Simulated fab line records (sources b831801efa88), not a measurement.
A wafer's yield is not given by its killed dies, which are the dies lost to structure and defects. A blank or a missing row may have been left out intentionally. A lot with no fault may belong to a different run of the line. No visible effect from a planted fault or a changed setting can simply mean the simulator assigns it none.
fab line records + flow gf180mcu
record
- lots=7
- wafers=21
- last-day=34
route steps=602 shown CONTACT@288
lots with no fault: from the same line, run without faults
start-h: hours from the record's first day to the start of the lot's first wafer shown + wait-h: hours elapsed since this lot's preceding step + " repeats the value in the row above + L1.1+2: one row covering several wafers at once + - value missing, or start not given + * or withheld: withheld + < > ~ a bound
route shown NAME@n: names a module that has steps shown in the file, with the first one's number in the route + usual: mean/standard deviation taken from wafers without a fault + same: alike in all rows + chamber/n: place in a boat + sites: per-site readings + _std_site: standard deviation of those values + _edge_site: inner sites' mean taken away from outer sites' mean + radius-mm: how far each site lies from the wafer's centre + mask NAME#n: copy n + behind: tool/chamber where the wafer was last shaped + hold: the reason the lot was held/the length of the hold in hours/how it ended + device: which transistor (n, p or np) failed to switch + end of line: the route-end tests of the same wafers + a step with no rows: only its recipe + killed: not the wafer's yield, but the dies lost to structure and defects at the first sort + map: a wafer's dies, marking killed ones x, the rest . and places with no die _
set.NAME: setting as actually run; set.NAME@STEP: the setting as run at that earlier step + model.NAME: the simulator's own value behind a step, which no gauge read
a table for each step, a row for each wafer; lots at some steps of the route
services: when a tool's chamber went out of use (start-h, in hours from the record's first day, below 0 if earlier), for how many hours, and the reason
## steps
# step GF_CONTACT_THK_MEAS_01
# recipe
- reads=SiO2_of_CONTACT_CVD_00
# usual
- CONTACT_CVD_00_THK=301/3
| lot.wafer | tool          | chamber | start-h | wait-h | CONTACT_CVD_00_THK[nm] |
|-----------|---------------|---------|---------|--------|------------------------|
| L776.1    | film-metro-03 | -       | 345.97  | 0.0    | 297                    |
| L776.2    | "             | -       | "       | "      | 300                    |
| L776.5    | "             | -       | "       | "      | 296                    |
| L780.1    | film-metro-01 | -       | 388.18  | 0.0    | 302                    |
| L780.2    | "             | -       | "       | "      | 302                    |
| L780.5    | "             | -       | "       | "      | 300                    |
| L786.2    | film-metro-01 | -       | 436.59  | 0.0    | 298                    |
| L786.4    | "             | -       | "       | "      | 298                    |
| L786.5    | "             | -       | "       | "      | 296                    |
| L787.2    | film-metro-04 | -       | 443.22  | 0.0    | 301                    |
| L787.4    | "             | -       | "       | "      | 301                    |
| L787.6    | "             | -       | "       | "      | 304                    |
| L788.3    | film-metro-01 | -       | 453.20  | 0.0    | 304                    |
| L788.4    | "             | -       | "       | "      | 304                    |
| L788.5    | "             | -       | "       | "      | 299                    |
| L796.4    | film-metro-04 | -       | 517.22  | 0.0    | 298                    |
| L796.5    | "             | -       | "       | "      | 301                    |
| L796.6    | "             | -       | "       | "      | 295                    |
| L797.1    | film-metro-01 | -       | 523.56  | 0.0    | 305                    |
| L797.4    | "             | -       | "       | "      | 306                    |
| L797.5    | "             | -       | "       | "      | 303                    |
# step GF_CONTACT_CVD_02
# recipe
- material=SiO2
- target-thk-nm=860
- precursor=TEOS
- temp-c=400
- time-s=95.992
- rf-w=600
# usual
- heater-power-outer-w=349/44
- heater-power-w=618/62
| lot.wafer | tool     | chamber | start-h | wait-h | heater-power-outer-w | heater-power-w |
|-----------|----------|---------|---------|--------|----------------------|----------------|
| L776.1    | pecvd-03 | 0       | 346.03  | 0.1    | 346                  | 657            |
| L776.2    | "        | 2       | "       | "      | 294                  | 589            |
| L776.5    | "        | 0       | "       | "      | 257                  | 510            |
| L780.1    | pecvd-01 | 1       | 388.24  | 0.1    | 313                  | 547            |
| L780.2    | "        | 0       | "       | "      | 309                  | 554            |
| L780.5    | "        | 1       | "       | "      | 362                  | 602            |
| L786.2    | pecvd-01 | 0       | 436.64  | 0.0    | 381                  | 654            |
| L786.4    | "        | 0       | "       | "      | 404                  | 694            |
| L786.5    | "        | 1       | "       | "      | 392                  | 649            |
| L787.2    | pecvd-04 | 0       | 443.27  | 0.0    | 349                  | 633            |
| L787.4    | "        | 0       | "       | "      | 243                  | 507            |
| L787.6    | "        | 2       | "       | "      | 390                  | 760            |
| L788.3    | pecvd-04 | 2       | 453.24  | 0.0    | 406                  | 768            |
| L788.4    | "        | 1       | "       | "      | 352                  | 643            |
| L788.5    | "        | 0       | "       | "      | 242                  | 508            |
| L796.4    | pecvd-01 | 0       | 517.28  | 0.1    | 355                  | 614            |
| L796.5    | "        | 1       | "       | "      | 360                  | 610            |
| L796.6    | "        | 2       | "       | "      | 376                  | 601            |
| L797.1    | pecvd-03 | 1       | 523.62  | 0.1    | 420                  | 675            |
| L797.4    | "        | 0       | "       | "      | 309                  | 572            |
| L797.5    | "        | 1       | "       | "      | 316                  | 574            |
# step GF_CONTACT_THK_MEAS_03
# recipe
- reads=SiO2_of_CONTACT_CVD_02
# usual
- CONTACT_CVD_02_THK=860/11
| lot.wafer | tool          | chamber | start-h | wait-h | CONTACT_CVD_02_THK[nm] |
|-----------|---------------|---------|---------|--------|------------------------|
| L776.1    | film-metro-03 | -       | 346.10  | 0.0    | 857                    |
| L776.2    | "             | -       | "       | "      | 873                    |
| L776.5    | "             | -       | "       | "      | 882                    |
| L780.1    | film-metro-03 | -       | 388.31  | 0.0    | 845                    |
| L780.2    | "             | -       | "       | "      | 858                    |
| L780.5    | "             | -       | "       | "      | 856                    |
| L786.2    | film-metro-03 | -       | 436.72  | 0.0    | 849                    |
| L786.4    | "             | -       | "       | "      | 873                    |
| L786.5    | "             | -       | "       | "      | 859                    |
| L787.2    | film-metro-03 | -       | 443.35  | 0.0    | 828                    |
| L787.4    | "             | -       | "       | "      | 849                    |
| L787.6    | "             | -       | "       | "      | 860                    |
| L788.3    | film-metro-03 | -       | 453.33  | 0.1    | 847                    |
| L788.4    | "             | -       | "       | "      | 854                    |
| L788.5    | "             | -       | "       | "      | 844                    |
| L796.4    | film-metro-03 | -       | 517.35  | 0.0    | 869                    |
| L796.5    | "             | -       | "       | "      | 862                    |
| L796.6    | "             | -       | "       | "      | 870                    |
| L797.1    | film-metro-01 | -       | 523.69  | 0.0    | 862                    |
| L797.4    | "             | -       | "       | "      | 862                    |
| L797.5    | "             | -       | "       | "      | 872                    |
# step GF_CONTACT_CMP_04
# recipe
- material=SiO2
- down-force-psi=4
- platen-rpm=60
- pad-velocity-m-s=0.94248
# usual
- motor-current-A=12.2/1
- time-to-endpoint-s=106/6.4
| lot.wafer | tool   | chamber | start-h | wait-h | motor-current-A | time-to-endpoint-s |
|-----------|--------|---------|---------|--------|-----------------|--------------------|
| L776.1    | cmp-02 | 3       | 346.16  | 0.1    | 12.6            | 99                 |
| L776.2    | "      | 1       | "       | "      | 14.1            | 110                |
| L776.5    | "      | 0       | "       | "      | 13.2            | 118                |
| L780.1    | cmp-02 | 3       | 388.47  | 0.1    | 13.4            | 98                 |
| L780.2    | "      | 0       | "       | "      | 12.8            | 108                |
| L780.5    | "      | 1       | "       | "      | 14.3            | 101                |
| L786.2    | cmp-02 | 0       | 436.87  | 0.1    | 12.4            | 102                |
| L786.4    | "      | 1       | "       | "      | 14.2            | 106                |
| L786.5    | "      | 3       | "       | "      | 12.3            | 101                |
| L787.2    | cmp-01 | 2       | 443.40  | 0.0    | 12.6            | 101                |
| L787.4    | "      | 1       | "       | "      | 10.7            | 103                |
| L787.6    | "      | 2       | "       | "      | 13.1            | 111                |
| L788.3    | cmp-02 | 1       | 453.47  | 0.1    | 13.5            | 105                |
| L788.4    | "      | 2       | "       | "      | 11.7            | 105                |
| L788.5    | "      | 3       | "       | "      | 12.6            | 100                |
| L796.4    | cmp-01 | 2       | 517.38  | 0.0    | 12.5            | 114                |
| L796.6    | "      | 2       | "       | "      | 12.6            | 113                |
| L796.5    | "      | 3       | "       | "      | 11.7            | 107                |
| L797.4    | cmp-01 | 2       | 523.75  | 0.0    | 12.9            | 112                |
| L797.1    | "      | 1       | "       | "      | 11.2            | 105                |
| L797.5    | "      | 3       | "       | "      | 11.6            | 104                |
# step GF_CONTACT_BOW_MEAS_05
# recipe
- mode=bow
# usual
- CONTACT_BOW=66/7.1
| lot.wafer | tool          | chamber | start-h | wait-h | CONTACT_BOW[um] |
|-----------|---------------|---------|---------|--------|-----------------|
| L776.1    | film-metro-04 | -       | 346.46  | 0.2    | 61              |
| L776.2    | "             | -       | "       | "      | 68              |
| L776.5    | "             | -       | "       | "      | 58              |
| L780.1    | film-metro-01 | -       | 388.67  | 0.1    | 60              |
| L780.2    | "             | -       | "       | "      | 70              |
| L780.5    | "             | -       | "       | "      | 73              |
| L786.2    | film-metro-01 | -       | 437.09  | 0.2    | 64              |
| L786.4    | "             | -       | "       | "      | 73              |
| L786.5    | "             | -       | "       | "      | 69              |
| L787.2    | film-metro-04 | -       | 443.72  | 0.3    | 66              |
| L787.4    | "             | -       | "       | "      | 65              |
| L787.6    | "             | -       | "       | "      | 63              |
| L788.3    | film-metro-03 | -       | 453.71  | 0.2    | 57              |
| L788.4    | "             | -       | "       | "      | 68              |
| L788.5    | "             | -       | "       | "      | 65              |
| L796.4    | film-metro-01 | -       | 517.74  | 0.3    | 66              |
| L796.5    | "             | -       | "       | "      | 63              |
| L796.6    | "             | -       | "       | "      | 53              |
| L797.1    | film-metro-01 | -       | 524.05  | 0.1    | 62              |
| L797.4    | "             | -       | "       | "      | 52              |
| L797.5    | "             | -       | "       | "      | 69              |
# step GF_CONTACT_DEHYDRATE_06
# recipe
- temp-c=200
- time-s=60
# step GF_CONTACT_HMDS_07
# recipe
- prime-time-s=60
- prime-temp-c=120
# step GF_CONTACT_COAT_08
# recipe
- resist=BARC
- temp-c=withheld
- time-s=withheld
- spin-rpm=withheld
- resist-thk-nm=withheld
# step GF_CONTACT_COAT_09
# recipe
- resist=KrF
- spin-rpm=withheld
- resist-thk-nm=1000
# step GF_CONTACT_SOFTBAKE_10
# recipe
- temp-c=130
- time-s=60
- resist=KrF
# step GF_CONTACT_EXPOSE_11
# recipe
- mask-id=Contact
- target-cd-nm=220
- na=0.68
- source-shape=conventional
- sigma-outer=0.6
- dose-mj=38
# step GF_CONTACT_PEB_12
# recipe
- peb-temp-c=135
- peb-time-s=90
- resist=KrF
# step GF_CONTACT_DEVELOP_13
# recipe
- develop-time-s=60
- resist=KrF
- dev-temp-c=21
# usual
- chill-plate-temp-C=22.99/0.097
- develop-time-s=60/0
| lot.wafer | tool           | chamber | start-h | wait-h | chill-plate-temp-C | develop-time-s | model.KrF_of_CONTACT_COAT_09.thk-nm |
|-----------|----------------|---------|---------|--------|--------------------|----------------|-------------------------------------|
| L776.1    | litho-track-04 | 0       | 369.15  | 0.2    | 23.09              | 60             | 983.3                               |
| L776.2    | "              | 0       | "       | "      | 23.30              | 60             | 983.3                               |
| L776.5    | "              | 0       | "       | "      | 23.10              | 60             | 980.4                               |
| L780.1    | litho-track-02 | 0       | 411.45  | 0.2    | 23.09              | 60             | 984.4                               |
| L780.2    | "              | 0       | "       | "      | 23.16              | 60             | 979.7                               |
| L780.5    | "              | 0       | "       | "      | 23.05              | 60             | 979.8                               |
| L786.2    | litho-track-04 | -       | 460.92  | 0.2    | -                  | -              | 1002                                |
| L786.4    | "              | -       | "       | "      | -                  | -              | 1004                                |
| L786.5    | "              | -       | "       | "      | -                  | -              | 1001                                |
| L787.2    | litho-track-02 | -       | 468.43  | 0.2    | -                  | -              | 999.5                               |
| L787.4    | "              | -       | "       | "      | -                  | -              | 1000                                |
| L787.6    | "              | -       | "       | "      | -                  | -              | 999.6                               |
| L788.3    | litho-track-02 | -       | 478.20  | 0.1    | -                  | -              | 1002                                |
| L788.4    | "              | -       | "       | "      | -                  | -              | 1005                                |
| L788.5    | "              | -       | "       | "      | -                  | -              | 1001                                |
| L796.4    | litho-track-02 | 0       | 539.83  | 0.1    | 23.09              | 60             | 983.8                               |
| L796.5    | "              | 0       | "       | "      | 23.04              | 60             | 984.1                               |
| L796.6    | "              | 0       | "       | "      | 23.14              | 60             | 981.9                               |
| L797.1    | litho-track-04 | 0       | 546.69  | 0.2    | 23.14              | 60             | 989.1                               |
| L797.4    | "              | 0       | "       | "      | 22.97              | 60             | 989.2                               |
| L797.5    | "              | 0       | "       | "      | 23.16              | 60             | 986.4                               |
# step GF_CONTACT_CD_MEAS_14
# recipe
- target-cd-nm=220
# usual
- cd-nm=219.7/1.4
| lot.wafer | tool      | chamber | start-h | wait-h | cd-nm |
|-----------|-----------|---------|---------|--------|-------|
| L776.1    | cd-sem-02 | -       | 369.30  | 0.1    | 217.2 |
| L776.2    | "         | -       | "       | "      | 216.9 |
| L776.5    | "         | -       | "       | "      | 217.4 |
| L780.1    | cd-sem-01 | -       | 411.60  | 0.1    | 220.4 |
| L780.2    | "         | -       | "       | "      | 220.0 |
| L780.5    | "         | -       | "       | "      | 219.5 |
| L786.2    | cd-sem-02 | -       | 461.07  | 0.1    | -     |
| L786.4    | "         | -       | "       | "      | -     |
| L786.5    | "         | -       | "       | "      | -     |
| L787.2    | cd-sem-01 | -       | 468.57  | 0.1    | -     |
| L787.4    | "         | -       | "       | "      | -     |
| L787.6    | "         | -       | "       | "      | -     |
| L788.3    | cd-sem-01 | -       | 478.34  | 0.1    | -     |
| L788.4    | "         | -       | "       | "      | -     |
| L788.5    | "         | -       | "       | "      | -     |
| L796.4    | cd-sem-02 | -       | 539.96  | 0.1    | 218.9 |
| L796.5    | "         | -       | "       | "      | 220.5 |
| L796.6    | "         | -       | "       | "      | 220.0 |
| L797.1    | cd-sem-01 | -       | 546.84  | 0.1    | 223.1 |
| L797.4    | "         | -       | "       | "      | 221.1 |
| L797.5    | "         | -       | "       | "      | 221.0 |
## services
| tool     | chamber | start-h | hours | kind                           |
|----------|---------|---------|-------|--------------------------------|
| pecvd-03 | -       | 361.74  | 2.8   | pm                             |
| cmp-02   | -       | 374.63  | 8.7   | repair                         |
| cmp-01   | -       | 393.35  | 3.1   | pm                             |
| cmp-02   | -       | 393.91  | 2.8   | repair                         |
| cmp-01   | -       | 404.48  | 4.0   | pm                             |
| cmp-01   | -       | 408.48  | -     | consumable-replace:conditioner |
| cmp-01   | -       | 408.48  | -     | consumable-replace:pad         |
| pecvd-03 | 2       | 410.78  | 4.2   | repair                         |
| pecvd-03 | 0       | 440.21  | 21.0  | repair                         |
| cmp-01   | -       | 443.97  | 1.8   | repair                         |
| pecvd-01 | -       | 451.08  | 14.6  | pm                             |
| pecvd-04 | 1       | 456.43  | 5.5   | repair                         |
| cmp-01   | -       | 489.91  | 0.4   | repair                         |
| cmp-02   | -       | 515.23  | 16.2  | pm                             |
| cmp-02   | -       | 532.15  | 1.1   | repair                         |
## key
first-sign
- step=GF_CONTACT_DEVELOP_13
- reading=tool-record
- direction=missing
effect none on later readings
model-effect
- step=GF_CONTACT_DEVELOP_13
- value=KrF_of_CONTACT_COAT_09.thk-nm
- without=986.6
- struck=1002
met-at GF_CONTACT_DEVELOP_13
struck-wafers L786.2,L786.4,L786.5,L787.2,L787.4,L787.6,L788.3,L788.4,L788.5
later-rows-left-out L786.2,L786.4,L786.5,L787.2,L787.4,L787.6,L788.3,L788.4,L788.5
sort-left-out L786.2,L786.4,L786.5,L787.2,L787.4,L787.6,L788.3,L788.4,L788.5
tester-left-out L786,L787,L788
onset-between 411.45 460.92
fault
- kind=skipped-step-whole
- tool=litho-track-02,litho-track-04
- chamber=-
- onset-h=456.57
- steps=GF_CONTACT_DEVELOP_13
- scope=struck-lots-only
# tester-left-out: of these lots the tester's yield and bins aren't shown, on N5 and GAA mostly nor the transistor test; their killed dies are dies lost to structure and defects alone, not to doping, threshold or leakage, so they don't give the yield
# sort-left-out: the simulated sort isn't trusted on such a fault, so these wafers' sort isn't shown, and their yield isn't known
# later-rows-left-out: the simulator's readings of these wafers behind a module that went badly wrong aren't trusted and aren't shown, but for the sort
